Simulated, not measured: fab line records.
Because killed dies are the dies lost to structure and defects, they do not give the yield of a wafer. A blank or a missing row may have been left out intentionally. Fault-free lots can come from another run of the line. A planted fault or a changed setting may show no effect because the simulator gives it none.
A lot that was struck, set against a sound lot / flow sky130 / 14 steps out of a route of 708
Sound: the wafers L255.1, L255.2, L255.5. The struck wafers were L252.1, L252.2, L252.5. Last of all comes the cause.
For every step that has rows: the tool of each side, followed by ch and its chambers, followed by its first start. Under that, the readings that differ: sound wafers / struck wafers / difference of the means / sigmas: that difference in standard deviations of wafers without a fault.
alike: a reading whose means differ by less than 2 such deviations, as well as words and numbers matching on both sides. not compared: withheld readings; readings where some wafer has no value; bounds like >300 that might hide an equal value; numbers whose values overlap and for which the record gives no deviation.
Wherever a step has rows on one side only, a row that says differs or no value, or a row with sigmas, the two part there. Non-overlapping numbers with no deviation appear without sigmas and do not part them. A reading that every wafer of one side lacks parts them only if that side has two wafers or more.

first, 1 step without rows for these wafers: SKY_CAPM_DEVELOP_11 (develop time 60 s).
SKY_CAPM_OVL_MEAS_12:
  sound: overlay-02 at day 42 22:45; struck: overlay-02 at day 41 14:16
  alike: CAPM_OVL
SKY_CAPM_METAL_ETCH_13: etches TiN in Cl2/BCl3, stops on SiO2, target depth 220 nm, time 62.9 s.
  sound on rieMetal-02 ch 0,1, day 42 22:47; struck on rieMetal-02 ch 0,1, day 41 14:18
reading=mfcCl2Sccm (sccm); sound=59.54 59.70 59.62; struck=60.12 60.17 59.94; difference=+0.46; sigmas=+2
  alike: biasW, drypumpMotorCurrentA, oesProductAu, throttleValvePct
  not compared: rfHoursCounterH
SKY_CAPM_STRIP_14: strips in O2/N2.
  sound on plasmaAsher-03 ch 0,1, day 42 22:52; struck on plasmaAsher-01 ch 0,1, day 41 14:23
  alike: drypumpMotorCurrentA, oesProductAu, stripTimeToEndpointS
  not compared: rfHoursCounterH
then, 8 steps without rows for these wafers: SKY_CAPM_STRIP_15 (strips in post etch residue remover, time 1200 s); SKY_CAPM_CLEAN_16 (cleans in IPA, time 180 s); SKY_CAPM_CLEAN_17 (cleans in O3/DIW); SKY_METAL3_DEHYDRATE_05 (time 60 s); SKY_METAL3_HMDS_06 (prime time 60 s); SKY_METAL3_COAT_07 (resist thk 60 nm); SKY_METAL3_COAT_08 (resist thk 1140 nm); SKY_METAL3_SOFTBAKE_09 (time 90 s).
SKY_METAL3_EXPOSE_10: exposes mask MM3, target cd 300 nm.
  struck on krfScanner-02, day 42 03:05; sound on krfScanner-02 ch 0, day 43 11:37
  no value came back on the struck wafers for exposureDoseMJCm2, focusOffsetNm (nm), sigmaOuter; on the sound wafers exposureDoseMJCm2 reads 28.02 28.00 27.99
  alike: mask
then, 1 step without rows for these wafers: SKY_METAL3_PEB_11.

== WHERE THEY PART ==
At SKY_CAPM_METAL_ETCH_13 first; at SKY_METAL3_EXPOSE_10 last (within this record only).

WHY: the cause the simulator had injected
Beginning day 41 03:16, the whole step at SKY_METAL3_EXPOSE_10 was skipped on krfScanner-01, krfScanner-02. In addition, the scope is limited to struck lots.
